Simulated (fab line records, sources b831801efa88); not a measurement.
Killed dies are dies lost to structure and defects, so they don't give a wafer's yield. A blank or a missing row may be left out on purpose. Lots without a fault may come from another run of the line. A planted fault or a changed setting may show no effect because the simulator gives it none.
Which tool did it? | flow gf180mcu | 7 lots, 21 wafers sampled, at 3 steps of a route of 602

WHAT THE GAUGES READ, wafer by wafer
GF_V1_THK_MEAS_03.
lot  | measured     | on            | V1_CVD_02_THK (nm)
L629 | day 18 05:38 | film_metro-04 | 846 864 851
L631 | day 18 20:29 | film_metro-01 | 857 854 861
L634 | day 20 01:38 | film_metro-04 | 862 843 853
L643 | day 23 04:22 | film_metro-01 | 839 834 857
L646 | day 24 05:22 | film_metro-04 | 852 843 849
L650 | day 25 12:11 | film_metro-01 | 853 876 868

WHICH TOOL RAN EACH LOT (tool, then ch and the chambers of the sampled wafers, then the start)
lot  | GF_SALICIDE_WET_ETCH_01         | GF_CONTACT_CMP_27
L629 | wet_bench-02 ch 2, day 16 03:45 | cmp-02 ch 2,3, day 17 04:54
L631 | wet_bench-01 ch 3, day 16 17:54 | cmp-02 ch 2,3, day 17 18:54
L634 | wet_bench-01 ch 2, day 17 20:58 | cmp-02 ch 1,2,3, day 18 23:27
L641 | wet_bench-04 ch 2, day 20 07:50 | -
L643 | wet_bench-04 ch 2, day 21 01:44 | cmp-01 ch 1,2,3, day 22 03:56
L646 | wet_bench-01 ch 0, day 22 04:03 | cmp-02 ch 0,1,2, day 23 05:21
L650 | wet_bench-04 ch 0, day 23 11:12 | cmp-02 ch 2,3, day 24 13:24
- GF_SALICIDE_WET_ETCH_01: etches SiO2 in dHF, target depth 5 nm, time 100 s.
- GF_CONTACT_CMP_27: polishes, stops on SiO2, t overpolish 15 s, target thk 0 nm.

THE ANSWER, worked out from the rows above alone
Rule: what is usual is taken from the lots themselves. Put in order of their means at a reading, lots are off if they are a third of the lots or fewer, leave a main group of 4 or more, and stand apart from it by a gap of 3 or more times the standard deviation of the main group's means; of several such gaps the widest counts. A main group whose means are all the same, to the digits that the tables above print for the reading, isn't used. A lot without any number at a reading at which 4 lots or more have one is off too. The other lots that the step has rows for count as sound.
No lot is off at any reading shown: from this, nothing can be told.

WHAT THE SIMULATOR HAD PUT IN
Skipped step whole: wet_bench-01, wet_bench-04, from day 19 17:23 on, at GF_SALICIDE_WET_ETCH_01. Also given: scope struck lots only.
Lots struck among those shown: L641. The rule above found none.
